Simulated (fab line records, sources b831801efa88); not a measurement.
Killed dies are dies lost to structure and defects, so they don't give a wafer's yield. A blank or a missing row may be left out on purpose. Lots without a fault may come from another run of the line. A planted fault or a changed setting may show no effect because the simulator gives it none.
Which tool did it? | flow gf180mcu | 13 lots, 39 wafers sampled, at 3 steps of a route of 602

WHAT THE GAUGES READ, wafer by wafer
GF_V5_THK_MEAS_03. Usual: V5_CVD_02_THK 1452 nm, standard deviation 18.
lot  | measured     | on            | V5_CVD_02_THK (nm) | flag
L624 | day 26 00:04 | film_metro-04 | 1443 1447 1451     |
L626 | day 27 03:07 | film_metro-01 | 1455 1439 1497     |
L625 | day 27 05:02 | film_metro-04 | 1447 1473 1471     |
L627 | day 27 12:35 | film_metro-04 | 1433 1468 1463     |
L628 | day 27 21:10 | film_metro-04 | 1451 1441 1470     |
L629 | day 28 00:23 | film_metro-03 | 1440 1445 1458     |
L630 | day 28 14:47 | film_metro-03 | 1447 1476 1477     |
L631 | day 28 18:53 | film_metro-04 | 1434 1436 1452     |
L632 | day 28 20:18 | film_metro-01 | 1456 1448 1497     |
L633 | day 28 22:44 | film_metro-03 | 1450 1434 1454     |
L635 | day 29 14:27 | film_metro-01 | 1474 1447 1471     |
L643 | day 32 01:55 | film_metro-01 | 1437 1433 1437     |
L645 | day 32 08:43 | film_metro-01 | 1441 1423 1452     |

WHICH TOOL RAN EACH LOT (tool, then ch and the chambers of the sampled wafers, then the start)
lot  | GF_V1_ETCH_16                      | GF_MIM_SPUTTER_08
L624 | rie_diel-03 ch 1,2,3, day 17 17:02 | pvd_sputter-01, day 24 02:39
L626 | rie_diel-01 ch 0,3, day 18 21:36   | pvd_sputter-03, day 25 06:35
L625 | rie_diel-04 ch 0,2,3, day 18 22:53 | pvd_sputter-04, day 25 08:28
L627 | rie_diel-01 ch 0,1,3, day 19 09:50 | pvd_sputter-01, day 25 16:41
L628 | rie_diel-04 ch 0,1,2, day 19 17:27 | pvd_sputter-03, day 26 00:38
L629 | rie_diel-04 ch 0,3, day 19 22:36   | pvd_sputter-03, day 26 05:53
L630 | rie_diel-01 ch 1,2, day 20 16:19   | pvd_sputter-01, day 26 21:54
L631 | rie_diel-01 ch 0,1,3, day 20 21:05 | pvd_sputter-03, day 27 01:04
L632 | rie_diel-03 ch 1,2,3, day 20 22:02 | pvd_sputter-04, day 27 02:58
L633 | rie_diel-04 ch 0,1,2, day 21 01:05 | pvd_sputter-04, day 27 04:46
L635 | rie_diel-04 ch 0,2,3, day 21 20:50 | pvd_sputter-01, day 27 23:50
L643 | rie_diel-04 ch 0,3, day 25 03:46   | pvd_sputter-03, day 30 14:37
L645 | rie_diel-04 ch 0,1, day 25 08:43   | pvd_sputter-01, day 30 21:10
- GF_V1_ETCH_16: etches BARC in N2/H2.
- GF_MIM_SPUTTER_08: material AlCu, target thk 200 nm, time 10.6 s.

WHAT THE TOOLS THEMSELVES READ (means of the sampled wafers that have a number; where no wafer has one, the mark that the record gives instead)
GF_V1_ETCH_16. Usual: drypump_motor_current_A 5.6 A, standard deviation 0.51; oes_product_au 0.854 a.u., standard deviation 0.0049; rf_fwd_power_W 494.7 W, standard deviation 2.6; throttle_valve_pct 13.226 %, standard deviation 0.0091.
lot  | tool        | drypump_motor_current_A (A) | oes_product_au (a.u.) | rf_fwd_power_W (W) | throttle_valve_pct (%) | flag
L624 | rie_diel-03 | 5.7                         | 0.852                 | 493.6              | 13.228                 |
L626 | rie_diel-01 | 5.2                         | 0.854                 | 491.4              | 13.224                 |
L625 | rie_diel-04 | 5.7                         | 0.859                 | 497.6              | 13.231                 |
L627 | rie_diel-01 | 5.2                         | 0.848                 | 493.0              | 13.220                 |
L628 | rie_diel-04 | 5.5                         | 0.853                 | 495.8              | 13.237                 |
L629 | rie_diel-04 | 5.7                         | 0.852                 | 496.5              | 13.222                 |
L630 | rie_diel-01 | 5.9                         | 0.854                 | 492.8              | 13.238                 |
L631 | rie_diel-01 | 5.2                         | 0.854                 | 491.7              | 13.233                 |
L632 | rie_diel-03 | 5.7                         | 0.857                 | 493.3              | 13.227                 |
L633 | rie_diel-04 | 5.6                         | 0.855                 | 495.8              | 13.226                 |
L635 | rie_diel-04 | 5.7                         | 0.855                 | 495.2              | 13.221                 |
L643 | rie_diel-04 | 5.7                         | 0.854                 | 496.6              | 13.217                 |
L645 | rie_diel-04 | 5.5                         | 0.853                 | 493.8              | 13.233                 |

GF_MIM_SPUTTER_08. Usual: throttle_valve_pct 30.6 %, standard deviation 0.67.
lot  | tool           | throttle_valve_pct (%) | flag
L624 | pvd_sputter-01 | 30.2                   |
L626 | pvd_sputter-03 | 30.8                   |
L625 | pvd_sputter-04 | 30.8                   |
L627 | pvd_sputter-01 | 30.1                   |
L628 | pvd_sputter-03 | 30.7                   |
L629 | pvd_sputter-03 | 31.3                   |
L630 | pvd_sputter-01 | 30.3                   |
L631 | pvd_sputter-03 | 30.6                   |
L632 | pvd_sputter-04 | 30.5                   |
L633 | pvd_sputter-04 | 30.5                   |
L635 | pvd_sputter-01 | 30.9                   |
L643 | pvd_sputter-03 | 30.9                   |
L645 | pvd_sputter-01 | 30.7                   |

THE ANSWER, worked out from the rows above alone
Rule: a lot is off if the mean of its wafers that have a number lies more than 3 standard deviations from the usual mean. A lot without any number at a reading at which 4 lots or more have one is off too. The other lots that the step has rows for count as sound. The gauges are gone through in route order, then the tools' own readings, and for those a lot's mean is taken as printed above. The first step at which some lot is off is used, and at that step the reading that is off furthest; a lot without a number counts as furthest.
No lot is off at any reading shown: from this, nothing can be told.

WHAT THE SIMULATOR HAD PUT IN
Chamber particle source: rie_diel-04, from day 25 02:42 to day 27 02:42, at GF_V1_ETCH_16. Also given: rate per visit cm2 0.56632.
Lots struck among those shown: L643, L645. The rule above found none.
